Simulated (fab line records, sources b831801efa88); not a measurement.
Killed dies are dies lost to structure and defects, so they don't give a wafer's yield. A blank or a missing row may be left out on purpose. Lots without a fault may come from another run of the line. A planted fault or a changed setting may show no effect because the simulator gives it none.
A struck lot beside a sound one | flow sky130 | 35 steps out of a route of 708
Sound: wafers L144.1, L144.2, L144.6. Struck: wafer L153.1. (L153.3, L153.4 of the same lot were not struck and are left out.) The cause comes at the end.
At each step with rows: each side's tool, then ch and its chambers, then its first start. Under that, the readings that differ: sound wafers | struck wafers | difference of the means | sigmas: that difference in standard deviations of wafers without a fault.
alike: readings whose means differ by less than 2 such deviations, and words and numbers that are the same on both sides. not compared: withheld readings, readings that some wafer has no value for, bounds like >300 that may hide the same value, and numbers for which the record gives no deviation and whose values overlap.
The two part at a step that has a row with sigmas, a row that says differs or no value, or rows on one side only. Numbers that don't overlap but have no deviation are shown without sigmas and don't part them. A reading that every wafer of one side lacks parts them only if that side has two wafers or more.

first, 10 steps without rows for these wafers: SKY_VIA1_STRIP_17 (strips in post etch residue remover, time 1200 s); SKY_VIA1_CLEAN_18 (cleans in IPA, time 180 s); SKY_VIA1_CLEAN_19 (cleans in O3/DIW); SKY_VIA1_SPUTTER_20 (material TiN, target thk 20 nm, time 80 s); SKY_VIA1_CVD_21 (deposits W, target thk 270 nm, time 80.902 s); SKY_VIA1_CMP_24 (polishes, stops on SiO2, t overpolish 15 s, target thk 0 nm); SKY_METAL2_SPUTTER_00 (material Ti, target thk 15 nm, time 10 s); SKY_METAL2_SPUTTER_01 (material TiN, target thk 20 nm, time 16.7 s); SKY_METAL2_SPUTTER_02 (material AlCu, target thk 250 nm, time 13.3 s); SKY_METAL2_SPUTTER_03 (material Ti, target thk 5 nm, time 3.3 s).
SKY_METAL2_SPUTTER_04: material TiN, target thk 70 nm, time 60.39 s.
  sound on pvd_sputter-03, day 36 11:11; struck on pvd_sputter-03, day 39 11:55
  alike: chamber_pressure_pa, throttle_valve_pct
then, 23 steps without rows for these wafers: SKY_METAL2_DEHYDRATE_07 (time 60 s); SKY_METAL2_HMDS_08 (prime time 60 s); SKY_METAL2_COAT_09 (resist thk 60 nm); SKY_METAL2_COAT_10 (resist thk 450 nm); SKY_METAL2_SOFTBAKE_11 (time 90 s); SKY_METAL2_EXPOSE_12 (exposes mask MM2, target cd 140 nm); SKY_METAL2_PEB_13; SKY_METAL2_DEVELOP_14 (develop time 57.98 s); SKY_METAL2_DESCUM_17 (chemistry O2, time 8 s); SKY_METAL2_ETCH_18 (etches BARC in N2/H2, stops on SiO2, time 45.9 s, target depth 60 nm); SKY_METAL2_METAL_ETCH_19 (etches the open film in Cl2/BCl3, stops on SiO2, target depth 360 nm, time 78 s); SKY_METAL2_STRIP_20 (strips in O2/N2); SKY_METAL2_STRIP_21 (strips in post etch residue remover, time 1200 s); SKY_METAL2_CLEAN_22 (cleans in IPA, time 180 s); SKY_METAL2_CLEAN_23 (cleans in O3/DIW); SKY_VIA2_HDPCVD_00 (deposits SiO2, target thk 1180 nm, time 196.7 s); SKY_VIA2_CMP_02 (polishes SiO2); SKY_VIA2_DEHYDRATE_04 (time 60 s); SKY_VIA2_HMDS_05 (prime time 60 s); SKY_VIA2_COAT_06 (resist thk 60 nm); SKY_VIA2_COAT_07 (resist thk 450 nm); SKY_VIA2_SOFTBAKE_08 (time 90 s); SKY_VIA2_EXPOSE_09 (exposes mask VIM2, target cd 200 nm).
-- the record jumps here: 10 days lie between the struck wafers' starts before and after (it left off in module VIA2 and takes up again in module PAD_OPEN, whose first step shown is number 708 of the route) --
SKY_PAD_OPEN_PROBE_99:
  the record has rows for the struck wafers here (prober-02, day 49 22:40) and none for the sound ones

WHERE THEY PART
Only at SKY_PAD_OPEN_PROBE_99, within this record.

WHY: what the simulator had put in
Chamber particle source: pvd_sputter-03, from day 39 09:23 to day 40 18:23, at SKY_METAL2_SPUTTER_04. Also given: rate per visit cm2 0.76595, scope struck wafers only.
